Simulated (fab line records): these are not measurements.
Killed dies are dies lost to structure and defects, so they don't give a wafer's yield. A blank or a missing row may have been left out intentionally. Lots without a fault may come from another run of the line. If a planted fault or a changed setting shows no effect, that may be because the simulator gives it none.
fab line records	flow sky130
[record] lots = 6	wafers = 18	last_day = 50
route steps=708 shown PASSIVATION@682 PAD_OPEN@694
lots that met no fault: from a run of the same line without faults
start_h: hours from the record's first day to the start of the lot's first wafer shown	wait_h: hours since the lot's step before	" repeats the value in the row above	L1.1+2: a single row standing in for several wafers	- value missing, or start not given	* or withheld: withheld	< > ~ a bound
route shown NAME@n: a module of which the file shows steps, and the number in the route of the first	usual: mean/standard deviation of fault-free wafers	same: alike in all rows	chamber/n: place in a boat	sites: per-site readings	_std_site: how widely they spread, as a standard deviation	_edge_site: inner sites' mean taken away from outer sites' mean	radius_mm: for every site, how far away it sits from the centre of the wafer	mask NAME#n: copy n	behind: the last tool/chamber to shape the wafer	hold: why the lot was held/for how many hours/how that ended	device: which transistor (n, p or np) failed to switch	end of line: tests of these same wafers at the route's end	for a step that has no rows: nothing shown but its recipe	killed: dies lost to structure and defects at the first sort, not the wafer's yield	map: shows each die of a wafer: x if killed, . if not, _ if none is there
set.NAME: the setting that was run; set.NAME@STEP: the one run at that earlier step	model.NAME: the simulator's own value behind a step, which no gauge read
a table for each step, a row for each wafer; lots at some steps of the route
services: a tool's chamber out of use, with start hour (start_h, from the record's first day; less than 0 if before it), hours out, and reason
[[steps]]
[step SKY_PASSIVATION_THK_MEAS_01]
[recipe] reads = SiO2_of_PASSIVATION_CVD_00
[usual] PASSIVATION_CVD_00_THK = 90.5/1.3
lot.wafer	tool	chamber	start_h	wait_h	PASSIVATION_CVD_00_THK[nm]
L521.4	film_metro-02	-	1032.48	-	91.5
L521.5	"	-	"	"	89.6
L521.6	"	-	"	"	89.8
L522.3	film_metro-04	-	1038.54	-	90.7
L522.5	"	-	"	"	92.1
L522.6	"	-	"	"	90.4
L532.2	film_metro-01	-	1103.50	-	89.5
L532.3	"	-	"	"	89.6
L532.6	"	-	"	"	90.5
L534.1	film_metro-04	-	1116.53	-	90.9
L534.4	"	-	"	"	90.8
L534.5	"	-	"	"	90.3
L538.2	film_metro-01	-	1146.79	-	88.4
L538.3	"	-	"	"	90.7
L538.6	"	-	"	"	89.2
L540.2	film_metro-02	-	1158.60	-	91.0
L540.3	"	-	"	"	90.6
L540.6	"	-	"	"	92.1
[step SKY_PASSIVATION_CVD_02]
[recipe] material = Si3N4	target_thk_nm = 540	temp_c = 400	time_s = withheld	rf_w = 450
[usual] heater_power_outer_w = 421/76	heater_power_w = 676/95
lot.wafer	tool	chamber	start_h	wait_h	heater_power_outer_w	heater_power_w
L521.4	pecvd-01	0	1032.63	0.1	363	658
L521.5	"	2	"	"	445	755
L521.6	"	1	"	"	269	469
L522.3	pecvd-04	1	1038.58	0.0	464	693
L522.5	"	2	"	"	377	635
L522.6	"	0	"	"	480	833
L532.2	pecvd-03	0	1103.55	0.0	350	585
L532.3	"	1	"	"	544	792
L532.6	"	1	"	"	452	657
L534.1	pecvd-04	1	1116.59	0.1	451	693
L534.4	"	2	"	"	377	632
L534.5	"	0	"	"	408	749
L538.2	pecvd-03	2	1146.84	0.0	406	718
L538.3	"	1	"	"	552	799
L538.6	"	1	"	"	445	653
L540.2	pecvd-04	1	1158.65	0.0	460	693
L540.3	"	2	"	"	340	593
L540.6	"	0	"	"	490	835
[step SKY_PASSIVATION_THK_MEAS_03]
[recipe] reads = Si3N4_of_PASSIVATION_CVD_02
[usual] PASSIVATION_CVD_02_THK = 542/7.1
lot.wafer	tool	chamber	start_h	wait_h	PASSIVATION_CVD_02_THK[nm]
L521.4	film_metro-04	-	1032.77	-	535
L521.5	"	-	"	"	536
L521.6	"	-	"	"	552
L522.3	film_metro-01	-	1038.83	-	541
L522.5	"	-	"	"	539
L522.6	"	-	"	"	552
L532.2	film_metro-04	-	1103.90	-	529
L532.3	"	-	"	"	553
L532.6	"	-	"	"	553
L534.1	film_metro-01	-	1116.82	-	530
L534.4	"	-	"	"	531
L534.5	"	-	"	"	541
L538.2	film_metro-04	-	1147.08	-	543
L538.3	"	-	"	"	547
L538.6	"	-	"	"	559
L540.2	film_metro-04	-	1158.93	-	533
L540.3	"	-	"	"	527
L540.6	"	-	"	"	544
[step SKY_PASSIVATION_DEHYDRATE_04]
[recipe] temp_c = 200	time_s = 60
[step SKY_PASSIVATION_HMDS_05]
[recipe] prime_time_s = 60	prime_temp_c = 120
[step SKY_PASSIVATION_COAT_06]
[recipe] spin_rpm = 2000	resist_thk_nm = 3000
[step SKY_PASSIVATION_SOFTBAKE_07]
[recipe] temp_c = 110	time_s = withheld
[step SKY_PASSIVATION_EXPOSE_08]
[recipe] mask_id = NSM	target_cd_nm = 3000	na = 0.57	dose_mj = 260
[step SKY_PASSIVATION_PEB_09]
[recipe] temp_c = 115	time_s = withheld
[step SKY_PASSIVATION_DEVELOP_10]
[recipe] develop_time_s = 60	dev_temp_c = 23
[step SKY_PASSIVATION_ETCH_11]
[recipe] chemistry = CF4/O2	target_depth_nm = 725	stop_on = AlCu	source_w = 800	bias_w = 150	pressure_mtorr = 150	cf4_flow_sccm = 80	O2_flow_sccm = 10	time_s = 161.1
[usual] drypump_motor_current_A = 5.7/0.33	oes_product_au = 0.980/0.0071	throttle_valve_pct = 5.965/0.0088
[same] time_s = 161.1
lot.wafer	tool	chamber	start_h	wait_h	drypump_motor_current_A	oes_product_au	rf_hours_counter_h	throttle_valve_pct
L521.4	rie_diel-02	1	1054.20	-	5.6	0.979	-	5.967
L521.5	"	2	"	"	6.5	0.977	-	5.951
L521.6	"	3	"	"	5.6	0.983	-	5.954
L522.3	rie_diel-01	3	1060.09	-	5.5	0.976	26	5.968
L522.5	"	0	"	"	5.3	0.976	-	5.969
L522.6	"	3	"	"	5.5	0.977	-	5.965
L532.2	rie_diel-01	0	1123.99	-	5.3	0.970	25	5.970
L532.3	"	3	"	"	5.5	0.984	29	5.972
L532.6	"	1	"	"	5.6	0.995	-	5.968
L534.1	rie_diel-02	2	1135.10	-	6.5	0.972	24	5.968
L534.4	"	1	"	"	5.5	0.980	-	5.955
L534.5	"	3	"	"	5.5	0.970	-	5.948
L538.2	rie_diel-01	1	1163.87	-	5.5	0.983	27	5.965
L538.3	"	2	"	"	5.6	0.987	21	5.958
L538.6	"	0	"	"	5.3	0.993	-	5.980
L540.2	rie_diel-03	1	1175.42	-	5.5	0.974	17	5.983
L540.3	"	3	"	"	5.8	0.970	24	5.982
L540.6	"	1	"	"	5.5	0.971	-	5.971
[step SKY_PASSIVATION_STRIP_12]
[recipe] chemistry = O2/N2	power_w = 1400	pressure_mtorr = 1500	platen_temp_c = withheld	overash_fraction = 0.7	o2_flow_sccm = 3000	n2_flow_sccm = 300
[usual] drypump_motor_current_A = 5.6/0.46	oes_product_au = 0.661/0.0043	strip_time_to_endpoint_s = 31.55/0.12
lot.wafer	tool	chamber	start_h	wait_h	drypump_motor_current_A	oes_product_au	rf_hours_counter_h	strip_time_to_endpoint_s
L521.4	plasma_asher-03	0	1054.29	0.0	5.4	0.659	-	31.63
L521.5	"	0	"	"	5.4	0.659	-	31.68
L521.6	"	1	"	"	5.3	0.656	-	31.66
L522.3	plasma_asher-02	0	1060.23	0.1	6.5	0.670	-	31.38
L522.5	"	1	"	"	6.0	0.659	-	31.37
L522.6	"	0	"	"	6.4	0.667	-	31.58
L532.2	plasma_asher-01	0	1124.10	0.1	5.6	0.659	6	31.35
L532.3	"	1	"	"	5.0	0.651	-	31.51
L532.6	"	1	"	"	5.0	0.668	-	31.44
L534.1	plasma_asher-01	0	1135.21	0.1	5.6	0.656	8	31.78
L534.4	"	0	"	"	5.7	0.659	-	31.54
L534.5	"	0	"	"	5.7	0.666	-	31.82
L538.2	plasma_asher-03	0	1163.97	0.1	5.4	0.664	40	31.70
L538.3	"	1	"	"	5.3	0.652	-	31.64
L538.6	"	1	"	"	5.4	0.660	-	31.60
L540.2	plasma_asher-02	0	1175.52	0.1	6.4	0.654	100	31.51
L540.3	"	1	"	"	5.9	0.658	-	31.48
L540.6	"	1	"	"	6.0	0.659	-	31.50
[step SKY_PAD_OPEN_DEHYDRATE_00]
[recipe] temp_c = 200	time_s = 60
[usual] run_length_s = 89.04/0.26
lot.wafer	tool	chamber	start_h	wait_h	run_length_s
L521.4	litho_track-04	0	1064.97	10.6	89.27
L521.5	"	0	"	"	89.47
L521.6	"	0	"	"	89.36
L522.3	litho_track-03	0	1070.77	10.5	88.70
L522.5	"	0	"	"	88.69
L522.6	"	0	"	"	88.74
L532.2	litho_track-04	0	1133.02	8.9	101.38
L532.3	"	0	"	"	101.19
L532.6	"	0	"	"	101.18
L534.1	litho_track-04	0	1143.34	8.1	101.18
L534.4	"	0	"	"	101.28
L534.5	"	0	"	"	101.12
L538.2	litho_track-02	0	1171.65	7.6	88.98
L538.3	"	0	"	"	89.04
L538.6	"	0	"	"	89.00
L540.2	litho_track-03	0	1182.59	7.0	88.65
L540.3	"	0	"	"	88.68
L540.6	"	0	"	"	88.82
[step SKY_PAD_OPEN_HMDS_01]
[recipe] prime_time_s = 60	prime_temp_c = 120
[step SKY_PAD_OPEN_PROBE_99]
[usual] defect_limited_yield = 82.3/1.9	killed_at_M0_to_M3 = 44/6.9	killed_at_M4_up = 3.0/1.5	killed_at_contacts = 24/5.2	killed_at_front_end = 15/4.1	killed_at_other = 0.4/0.62	killed_dies = 87/9.6	killed_open = 47/7	killed_short = 40/6.2	sort_bin_3_pad_short = 0.9/0.43	sort_bin_5_function = 10.5/1.4	sort_bin_6_memory = 6.4/1.2	sort_n_pass = 405/9.6	sort_yield_pct = 82.3/1.9
[same] gross_dies = 492	killed_at_back_side = 0	sort_bin_4_leakage[%] = 0	sort_bin_8_speed[%] = 0
lot.wafer	tool	chamber	start_h	wait_h	defect_limited_yield[%]	killed_at_M0_to_M3	killed_at_M4_up	killed_at_contacts	killed_at_front_end	killed_at_other	killed_dies	killed_open	killed_short	sort_bin_3_pad_short[%]	sort_bin_5_function[%]	sort_bin_6_memory[%]	sort_n_pass	sort_yield_pct[%]
L521.4	prober-01	-	1078.18	0.2	82.7	39	4	24	18	0	85	44	41	0.8	10.2	6.3	407	82.7
L521.5	prober-01	-	1078.23	0.2	80.5	61	5	20	10	0	96	54	42	2.2	11.2	6.1	396	80.5
L521.6	prober-01	-	1078.28	0.2	79.7	49	2	26	22	1	100	61	39	1.2	13.2	5.9	392	79.7
L522.3	prober-02	-	1083.69	0.2	81.5	40	4	30	17	0	91	50	40	0.8	11.4	6.3	401	81.5
L522.5	prober-02	-	1083.79	0.2	82.1	34	1	28	25	0	88	46	41	0.4	11.4	6.1	404	82.1
L522.6	prober-02	-	1083.84	0.2	82.5	48	1	24	13	0	86	40	46	0.8	10.2	6.5	406	82.5
L532.2	prober-02	-	1144.77	0.1	79.1	47	1	42	12	1	103	61	42	1.2	12.4	7.3	389	79.1
L532.3	prober-02	-	1144.82	0.2	81.5	46	2	25	18	0	91	45	45	1.0	12.8	4.7	401	81.5
L532.6	prober-02	-	1144.97	0.2	84.3	41	3	19	13	1	77	47	30	0.8	8.5	6.3	415	84.3
L534.1	prober-02	-	1155.47	0.1	80.9	41	7	26	19	1	94	42	52	2.6	8.9	7.5	398	80.9
L534.4	prober-02	-	1155.62	0.2	78.9	57	3	25	18	1	104	51	53	0.6	12.0	8.5	388	78.9
L534.5	prober-02	-	1155.67	0.2	83.1	44	4	25	10	0	83	37	46	0.8	10.4	5.7	409	83.1
L538.2	prober-01	-	1182.50	0.1	85.8	35	1	19	15	0	70	37	33	0.4	8.5	5.3	422	85.8
L538.3	prober-01	-	1182.55	0.2	81.3	49	2	27	14	0	92	44	48	1.2	11.4	6.1	400	81.3
L538.6	prober-01	-	1182.70	0.2	80.1	53	2	26	17	0	98	55	42	0.6	12.2	7.1	394	80.1
L540.2	prober-02	-	1193.06	0.1	82.3	47	2	26	11	1	87	50	37	0.4	10.0	7.3	405	82.3
L540.3	prober-02	-	1193.11	0.2	82.9	43	2	22	17	0	84	53	31	0.4	10.2	6.5	408	82.9
L540.6	prober-02	-	1193.26	0.2	81.7	49	3	25	13	0	90	48	42	0.2	10.6	7.5	402	81.7
// killed by level:class
L521.4 VIA3:geometric_particle:open=9 CONTACT:geometric_particle:open=8 FIELD_ISO:geometric_particle:short=7 FIELD_ISO:geometric_particle:open=7 LI_CONTACT:geometric_particle:open=5 CONTACT:geometric_particle:short=5 VIA1:geometric_particle:open=5 METAL2:geometric_particle:short=5
L521.5 VIA2:geometric_particle:open=12 VIA1:geometric_particle:open=11 METAL2:geometric_particle:short=8 METAL1:geometric_particle:short=8 CONTACT:geometric_particle:open=8 LI_CONTACT:geometric_particle:open=5 VIA3:geometric_particle:open=5 LI_CONTACT:geometric_particle:short=4
L521.6 VIA1:geometric_particle:open=18 VIA3:geometric_particle:open=10 FIELD_ISO:geometric_particle:short=9 CONTACT:geometric_particle:open=9 LI_CONTACT:geometric_particle:short=6 LI_CONTACT:geometric_particle:open=6 VIA2:geometric_particle:open=6 FIELD_ISO:geometric_particle:open=5
L522.3 CONTACT:geometric_particle:open=10 LI_CONTACT:geometric_particle:open=9 VIA1:geometric_particle:open=9 FIELD_ISO:geometric_particle:open=6 METAL1:geometric_particle:short=6 VIA2:geometric_particle:open=6 VIA3:geometric_particle:open=5 VIA1:geometric_particle:short=5
L522.5 LI_CONTACT:geometric_particle:open=8 FIELD_ISO:geometric_particle:short=8 CONTACT:geometric_particle:open=8 VIA1:geometric_particle:open=8 FIELD_ISO:geometric_particle:open=7 VIA3:geometric_particle:open=7 LOCAL_INTERCONNECT:geometric_particle:short=6 METAL1:geometric_particle:short=4
L522.6 VIA1:geometric_particle:open=16 CONTACT:geometric_particle:open=8 METAL1:geometric_particle:short=7 LOCAL_INTERCONNECT:geometric_particle:short=7 FIELD_ISO:geometric_particle:short=5 CONTACT:geometric_particle:short=5 VIA2:geometric_particle:short=4 VIA3:geometric_particle:short=4
L532.2 CONTACT:geometric_particle:open=17 VIA1:geometric_particle:open=14 LI_CONTACT:geometric_particle:open=12 CONTACT:geometric_particle:short=8 VIA1:geometric_particle:short=8 METAL2:geometric_particle:short=7 VIA3:geometric_particle:open=7 FIELD_ISO:geometric_particle:short=4
L532.3 VIA1:geometric_particle:open=11 CONTACT:geometric_particle:short=8 METAL2:geometric_particle:short=7 METAL1:geometric_particle:short=7 LI_CONTACT:geometric_particle:open=6 VIA3:geometric_particle:open=6 CONTACT:geometric_particle:open=5 FIELD_ISO:geometric_particle:open=4
L532.6 VIA1:geometric_particle:open=12 CONTACT:geometric_particle:open=9 VIA2:geometric_particle:open=6 VIA3:geometric_particle:open=6 FIELD_ISO:geometric_particle:open=4 CONTACT:geometric_particle:short=4 METAL1:geometric_particle:short=4 VIA2:geometric_particle:short=4
L534.1 CONTACT:geometric_particle:open=10 CONTACT:geometric_particle:short=9 VIA2:geometric_particle:short=7 METAL4:geometric_particle:short=7 METAL2:geometric_particle:short=6 VIA2:geometric_particle:open=6 LI_CONTACT:geometric_particle:open=5 VIA3:geometric_particle:short=5
L534.4 CONTACT:geometric_particle:open=8 VIA2:geometric_particle:open=8 VIA2:geometric_particle:short=8 LI_CONTACT:geometric_particle:open=7 VIA1:geometric_particle:open=7 FIELD_ISO:geometric_particle:short=6 METAL1:geometric_particle:short=6 CONTACT:geometric_particle:short=5
L534.5 METAL1:geometric_particle:short=12 CONTACT:geometric_particle:open=11 METAL2:geometric_particle:short=6 VIA2:geometric_particle:open=5 LI_CONTACT:geometric_particle:open=4 CONTACT:geometric_particle:short=4 VIA1:geometric_particle:short=4 VIA1:geometric_particle:open=4
L538.2 LI_CONTACT:geometric_particle:open=7 CONTACT:geometric_particle:open=6 VIA1:geometric_particle:open=6 VIA2:geometric_particle:open=6 FIELD_ISO:geometric_particle:short=4 VIA3:geometric_particle:short=3 POLY_GATE:geometric_particle:short=3 SPACER:geometric_particle:open=3
L538.3 LI_CONTACT:geometric_particle:open=9 METAL2:geometric_particle:short=8 METAL1:geometric_particle:short=7 CONTACT:geometric_particle:open=6 VIA1:geometric_particle:open=6 VIA3:geometric_particle:open=6 POLY_GATE:geometric_particle:open=5 VIA2:geometric_particle:short=5
L538.6 VIA1:geometric_particle:open=10 LI_CONTACT:geometric_particle:open=10 VIA2:geometric_particle:open=9 FIELD_ISO:geometric_particle:short=8 CONTACT:geometric_particle:open=6 VIA1:geometric_particle:short=6 VIA3:geometric_particle:open=6 METAL1:geometric_particle:short=5
L540.2 VIA3:geometric_particle:open=12 VIA1:geometric_particle:open=10 CONTACT:geometric_particle:open=9 LI_CONTACT:geometric_particle:open=7 METAL2:geometric_particle:short=7 LOCAL_INTERCONNECT:geometric_particle:short=5 VIA2:geometric_particle:open=4 METAL3:geometric_particle:short=4
L540.3 VIA1:geometric_particle:open=14 CONTACT:geometric_particle:open=7 LI_CONTACT:geometric_particle:open=6 METAL1:geometric_particle:short=5 VIA2:geometric_particle:open=5 POLY_GATE:geometric_particle:short=4 VIA1:geometric_particle:short=4 METAL2:geometric_particle:open=4
L540.6 VIA1:geometric_particle:open=15 CONTACT:geometric_particle:short=9 LI_CONTACT:geometric_particle:open=7 METAL2:geometric_particle:short=7 CONTACT:geometric_particle:open=6 VIA1:geometric_particle:short=6 VIA2:geometric_particle:open=6 METAL3:geometric_particle:short=5
[[services]]
tool	chamber	start_h	hours	kind
plasma_asher-01	-	1024.45	2.9	repair
rie_diel-03	0	1031.95	13.6	repair
rie_diel-02	2	1037.12	14.6	repair
plasma_asher-03	-	1042.91	0.7	repair
rie_diel-02	-	1049.09	0.3	repair
rie_diel-03	1	1053.88	2.4	repair
plasma_asher-01	-	1055.25	9.0	pm
plasma_asher-03	-	1056.92	5.1	repair
pecvd-04	-	1057.04	27.1	repair
rie_diel-03	-	1078.52	2.8	pm
pecvd-03	-	1088.87	0.7	repair
plasma_asher-03	-	1095.15	23.2	repair
pecvd-04	0	1102.90	10.3	repair
pecvd-03	-	1105.84	2.6	repair
rie_diel-01	2	1109.31	5.3	repair
plasma_asher-02	-	1110.63	2.8	pm
plasma_asher-01	-	1122.26	1.5	repair
rie_diel-02	0	1127.08	12.7	repair
rie_diel-03	2	1134.01	1.2	repair
rie_diel-01	-	1139.53	0.9	repair
plasma_asher-01	-	1139.97	27.1	repair
pecvd-04	0	1140.77	2.8	repair
rie_diel-03	2	1156.90	13.6	repair
rie_diel-02	3	1179.57	6.9	repair
[[key]]
[first_sign] step = SKY_PAD_OPEN_DEHYDRATE_00	reading = run_length_s	direction = up	sigmas = 47	usual = *	struck = *
effect none on later readings
met_at SKY_PAD_OPEN_DEHYDRATE_00
struck_wafers L532.2,L532.3,L532.6,L534.1,L534.4,L534.5
onset_between 1064.97 1133.02
[fault] kind = process_parameter_drift	tool = litho_track-04	chamber = -	onset_h = 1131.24	steps = SKY_PAD_OPEN_DEHYDRATE_00	channel = time_s	offset = *	shape = step	end_h = 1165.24	acts_in = *	stated = *
